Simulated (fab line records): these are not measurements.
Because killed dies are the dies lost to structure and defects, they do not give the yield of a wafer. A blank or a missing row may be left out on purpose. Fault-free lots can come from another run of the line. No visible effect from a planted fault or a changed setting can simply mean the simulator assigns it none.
Matching of chambers | flow sfq line | SFQ_TRILAYER_I6_CMP_CMP_166 on cmp-02: 4 sister chambers
The step polishes SiO2. 8 wafers are shown with their chamber, then 7 later ones without.

== WAFERS PAIRED WITH THEIR CHAMBERS ==
wafer  | chamber | motor current A (A) | retaining ring pressure frac
L894.5 | 3       | 9.8                 | 0.994
L897.6 | 3       | 8.8                 | 0.993
L898.5 | 1       | 10.8                | 1.013
L904.3 | 1       | 11.6                | 0.993
L904.4 | 2       | 9.0                 | 0.996
L904.5 | 0       | 10.7                | 1.005
L909.3 | 0       | 9.8                 | 1.000
L909.1 | 2       | 8.8                 | 1.002

== WAFERS WITHOUT THEIR CHAMBER ==
wafer  | motor current A (A) | retaining ring pressure frac
L909.6 | 10.9                | 0.997
L910.1 | 9.1                 | 1.005
L910.4 | 11.5                | 0.993
L910.3 | 10.2                | 0.994
L911.1 | 9.4                 | 1.006
L911.3 | 9.2                 | 1.006
L911.4 | 10.7                | 1.004

== CHAMBER TAKEN BY EACH ==
wafer  | from the rows above               | in truth
L909.6 | can't be placed: 1 or 0 or 3      | 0
L910.1 | can't be placed: 2 or 3 or 0      | 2
L910.4 | can't be placed: 1 or 0           | 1
L910.3 | can't be placed: 0 or 3 or 1 or 2 | 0
L911.1 | can't be placed: 2 or 0 or 3 or 1 | 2
L911.3 | can't be placed: 2 or 3 or 0      | 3
L911.4 | can't be placed: 0 or 1           | 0
Correctly placed: 0 of 7. Can't be placed from these rows: 7 (the true chamber is among the candidates in 7). 0 placed wrongly.
How it was worked out, from the rows above alone: a wafer's distance from a chamber is the root of the sum, over the readings, of the square of ((its reading less the chamber's mean) divided by the reading's scatter). If the next closest chamber is less than 2 further off than the closest, the wafer can't be placed; otherwise it belongs to the closest. A chamber's mean is the mean of its shown wafers. The scatter is the square root of a quotient: the sum, over the shown wafers, of each reading's squared deviation from its chamber's mean, divided by wafers minus chambers.
